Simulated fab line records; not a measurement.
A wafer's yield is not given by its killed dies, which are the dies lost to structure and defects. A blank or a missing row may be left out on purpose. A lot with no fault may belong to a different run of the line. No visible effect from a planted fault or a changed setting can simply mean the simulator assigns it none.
Comparing a struck lot with a sound one    flow sky130    17 out of 708 route steps
Sound: wafers L646.1, L646.3, L646.5. Wafers L636.1, L636.2, L636.4 were the ones struck. The cause comes at the end.
Order at every step that has rows: each side's tool, ch and its chambers, its first start. Under that, the readings that differ: sound wafers    struck wafers    difference of the means    sigmas: that difference in standard deviations of wafers without a fault.
alike: same words and numbers on both sides, and readings whose means sit less than 2 such deviations apart. not compared: any withheld reading, any reading some wafer has no value for, any bound like >300 that may hide the same value, and any number with overlapping values for which the record gives no deviation.
Wherever a step has rows on one side only, a row that says differs or no value, or a row with sigmas, the two part there. Non-overlapping numbers with no deviation appear without sigmas and do not part them. A reading that every wafer of one side lacks parts them only if that side has two wafers or more.

SKY_VT_ADJUST_HVTP_OVL_MEAS_08:
  struck on overlay-01, day 8 12:41; sound on overlay-01, day 11 02:35
  alike: VT_ADJUST_HVTP_OVL
next, for these wafers, 1 step has no rows: SKY_VT_ADJUST_HVTP_IMPLANT_09.
SKY_VT_ADJUST_HVTP_STRIP_10: strips in O2/N2.
  sound on plasma asher-01 ch 0,1, day 11 02:46; struck on plasma asher-01 ch 0,1, day 8 12:52
  alike: drypump motor current A, n2 flow sccm, oes product au, strip time to endpoint s
  not compared: rf hours counter h
SKY_VT_ADJUST_HVTP_TW_MEAS_11:
  struck on film metro-01, day 8 12:58; sound on film metro-04, day 11 02:52
  alike: VT_ADJUST_HVTP_TW
then, 7 steps without rows for these wafers: SKY_VT_ADJUST_LVTN_DEHYDRATE_00 (time 60 s); SKY_VT_ADJUST_LVTN_HMDS_01 (prime time 60 s); SKY_VT_ADJUST_LVTN_COAT_02 (resist thk 3000 nm); SKY_VT_ADJUST_LVTN_SOFTBAKE_03; SKY_VT_ADJUST_LVTN_EXPOSE_04 (exposes mask NWM COMPLEMENT LESS NATIVE, target cd 840 nm); SKY_VT_ADJUST_LVTN_PEB_05; SKY_VT_ADJUST_LVTN_DEVELOP_06 (develop time 60 s).
SKY_VT_ADJUST_LVTN_OVL_MEAS_07:
  struck on overlay-01, day 9 09:48; sound on overlay-01, day 12 02:27
reading                  sound           struck       difference  sigmas
VT_ADJUST_LVTN_OVL (nm)  -0.7 -0.9 -1.5  2.9 2.1 2.0  +3.4        +3
SKY_VT_ADJUST_LVTN_IMPLANT_08:
  sound on implanter-04 ch 0, day 12 02:29; struck on implanter-02 ch 0, day 9 09:50
reading             sound                             struck                            difference   sigmas
dose ions cm2       1.5723e+12 1.5717e+12 1.5715e+12  2.1101e+12 2.1095e+12 2.1082e+12  +5.3743e+11  +99 or more
faraday current uA  8.58 9.01 8.96                    12.15 11.56 12.24                 +3.13        +18
SKY_VT_ADJUST_LVTN_STRIP_09: strips in O2/N2.
  sound on plasma asher-03 ch 1, day 12 02:38; struck on plasma asher-03 ch 0,1, day 9 09:59
  alike: drypump motor current A, n2 flow sccm, oes product au, strip time to endpoint s
  not compared: rf hours counter h
SKY_VT_ADJUST_LVTN_TW_MEAS_10:
  struck on film metro-02, day 9 10:05; sound on film metro-03, day 12 02:44
reading            sound              struck             difference  sigmas
VT_ADJUST_LVTN_TW  241.7 241.8 241.8  265.4 265.7 266.9  +24.2       +22
then, 1 step without rows for these wafers: SKY_VT_ADJUST_LVTN_DEHYDRATE_11 (time 60 s).
-- the record jumps here: 39 days lie between the struck wafers' starts before and after (it left off in module VT_ADJUST_LVTN and takes up again in module PAD_OPEN, whose first step shown is number 708 of the route) --
SKY_PAD_OPEN_PROBE_99:
  struck on prober-01, day 48 00:13; sound on prober-01, day 50 06:07
reading                                    sound                 struck                difference  sigmas
model.etest.nfet_01v8_lvt.vt long v (V)    0.4383 0.4405 0.4348  0.4494 0.4499 0.447   +0.0109     
model.etest.nfet_01v8_lvt.body rise v (V)  0.1464 0.1471 0.1449  0.1527 0.1559 0.1529  +0.0077     
  alike: killed_at_M0_to_M3, killed_at_M4_up, killed at contacts, killed at front end, killed at other, killed dies, killed open, killed short
  not compared: model.etest.nfet_01v8_lvt.vt sat v

## WHERE THEY PART
Earliest at SKY_VT_ADJUST_LVTN_OVL_MEAS_07; latest, in this record, at SKY_VT_ADJUST_LVTN_TW_MEAS_10. Later steps at which nothing parts them and some readings are alike: SKY_PAD_OPEN_PROBE_99.

WHY: the cause the simulator had injected
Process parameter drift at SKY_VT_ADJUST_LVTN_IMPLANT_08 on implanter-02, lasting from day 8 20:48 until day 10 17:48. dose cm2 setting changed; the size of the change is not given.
